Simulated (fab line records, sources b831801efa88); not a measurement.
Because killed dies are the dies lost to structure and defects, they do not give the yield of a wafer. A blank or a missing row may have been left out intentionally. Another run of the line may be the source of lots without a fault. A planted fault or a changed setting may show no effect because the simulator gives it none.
A struck lot beside a sound one -- flow sky130 -- 17 out of 708 route steps
Sound: these wafers, L914.1, L914.3, L914.6. Struck: wafer L924.1 (L924.4, L924.5, from the same lot, were not struck and are left out); the cause is given at the end.
Each step with rows lists, per side, the tool, then ch with its chambers, then its first start. Under that, the readings that differ: sound wafers -- struck wafers -- difference of the means -- sigmas: that difference in standard deviations of wafers without a fault.
alike: readings with means less than 2 such deviations apart, plus words and numbers identical on both sides. not compared: withheld readings, readings lacking a value on some wafer, bounds such as >300 that could conceal the same value, and numbers that have no deviation in the record and whose values overlap.
Wherever a step has rows on one side only, a row that says differs or no value, or a row with sigmas, the two part there. Numbers that have no deviation but don't overlap get no sigmas and don't part them. Lack of a reading on every wafer of one side parts them only where that side has two or more wafers.

SKY_LI_CONTACT_CMP_02: polishes PSG.
  sound on cmp-01 ch 1,3, day 29 15:10; struck on cmp-02 ch 1, day 32 12:48
reading,sound,struck,difference,sigmas
retainingRingPressureFrac,0.998 0.994 0.990,1.004,+0.010,+2
  alike: motorCurrentA, timeToEndpointS
SKY_LI_CONTACT_BOW_MEAS_03:
  sound on filmMetro-01, day 29 15:28; struck on filmMetro-01, day 32 13:06
  alike: LI_CONTACT_BOW
then, 8 steps without rows for these wafers: SKY_LI_CONTACT_DEHYDRATE_04 (time 60 s); SKY_LI_CONTACT_HMDS_05 (prime time 60 s); SKY_LI_CONTACT_COAT_06 (resist thk 60 nm); SKY_LI_CONTACT_COAT_07 (resist thk 450 nm); SKY_LI_CONTACT_SOFTBAKE_08 (time 90 s); SKY_LI_CONTACT_EXPOSE_09 (exposes mask LICM1, target cd 170 nm); SKY_LI_CONTACT_PEB_10; SKY_LI_CONTACT_DEVELOP_11 (develop time 60 s).
SKY_LI_CONTACT_CD_MEAS_12: target cd 170 nm.
  sound on cdSem-01, day 30 19:28; struck on cdSem-01, day 33 16:27
reading,sound,struck,difference,sigmas
cdNm (nm),173.3 171.4 171.4,168.8,-3.2,-2
SKY_LI_CONTACT_OVL_MEAS_13:
  sound on overlay-02, day 30 19:35; struck on overlay-01, day 33 16:37
  alike: LI_CONTACT_OVL
SKY_LI_CONTACT_ETCH_14: etches BARC in N2/H2, stops on SiO2, time 45.9 s, target depth 60 nm.
  sound on rieDiel-01 ch 0,1,2, day 30 19:38; struck on rieDiel-02 ch 3, day 33 16:38
reading,sound,struck,difference,sigmas
drypumpMotorCurrentA (A),6.1 5.9 6.0,5.0,-1.0,-2
oesProductAu (a.u.),0.859 0.860 0.853,0.620,-0.237,-47
runLengthS (s),74.6 74.2 75.0,117.3,+42.7,+99 or more
throttleValvePct (%),13.216 13.234 13.226,13.205,-0.020,-3
model.KrF-thick_of_LI_CONTACT_COAT_07.thkNm (nm),394.7 395.4 396.2,353.3,-42.1,
model.LI_CONTACT.cdNm (nm),172.6 170.5 170.9,177.5,+6.2,
model.SiO2_of_SONOS_ONO_CVD_04.thkNm (nm),3.879 3.992 3.953,2.393,-1.548,
  not compared: rfHoursCounterH
SKY_LI_CONTACT_ETCH_15: etches PSG in C4F8/O2/Ar, stops on Si, target depth 600 nm.
  sound on rieDiel-01 ch 0,1,2, day 30 19:40; struck on rieDiel-02 ch 3, day 33 16:41
reading,sound,struck,difference,sigmas
model.KrF-thick_of_LI_CONTACT_COAT_07.thkNm (nm),233.9 235.3 235.9,192.6,-42.4,
model.LI_CONTACT.cdNm (nm),172.8 170.7 170.8,177.9,+6.5,
  alike: oesProductAu
SKY_LI_CONTACT_STRIP_16: strips in O2/N2.
  sound on plasmaAsher-03 ch 0, day 30 19:45; struck on plasmaAsher-04 ch 0, day 33 16:46
reading,sound,struck,difference,sigmas
oesProductAu (a.u.),0.372 0.375 0.380,0.362,-0.014,-3
stripTimeToEndpointS (s),3.523 3.532 3.545,3.085,-0.448,-15
  alike: drypumpMotorCurrentA
  not compared: rfHoursCounterH
then, 1 step without rows for these wafers: SKY_LI_CONTACT_CLEAN_17 (cleans in NMP, time 600 s).
-- the record jumps here: 15 days lie between the struck wafers' starts before and after (it left off in module LI_CONTACT and takes up again in module PAD_OPEN, whose first step shown is number 708 of the route) --
SKY_PAD_OPEN_PROBE_99:
  sound on prober-01, day 46 23:05; struck on prober-01, day 49 02:20
reading,sound,struck,difference,sigmas
killed_at_M0_to_M3,38 39 37,58,+20,+3
killedDies,82 75 79,98,+19,+2
model.etest.liconHighPo.rcOhm,349.3 354.8 346.2,335.8,-14.3,
model.etest.liconNdiff.rcOhm,174.3 184.6 183.1,170.9,-9.8,
model.etest.liconPoly.rcOhm,147.4 153.1 154.7,142.5,-9.2,
  alike: killed_at_M4_up, killedAtContacts, killedAtFrontEnd, killedAtOther, killedOpen, killedShort
  not compared: model.etest.liconPdiff.rcOhm

WHERE THEY PART
Last at SKY_PAD_OPEN_PROBE_99 as far as this record goes, first at SKY_LI_CONTACT_CMP_02.

WHY: what the simulator had put in
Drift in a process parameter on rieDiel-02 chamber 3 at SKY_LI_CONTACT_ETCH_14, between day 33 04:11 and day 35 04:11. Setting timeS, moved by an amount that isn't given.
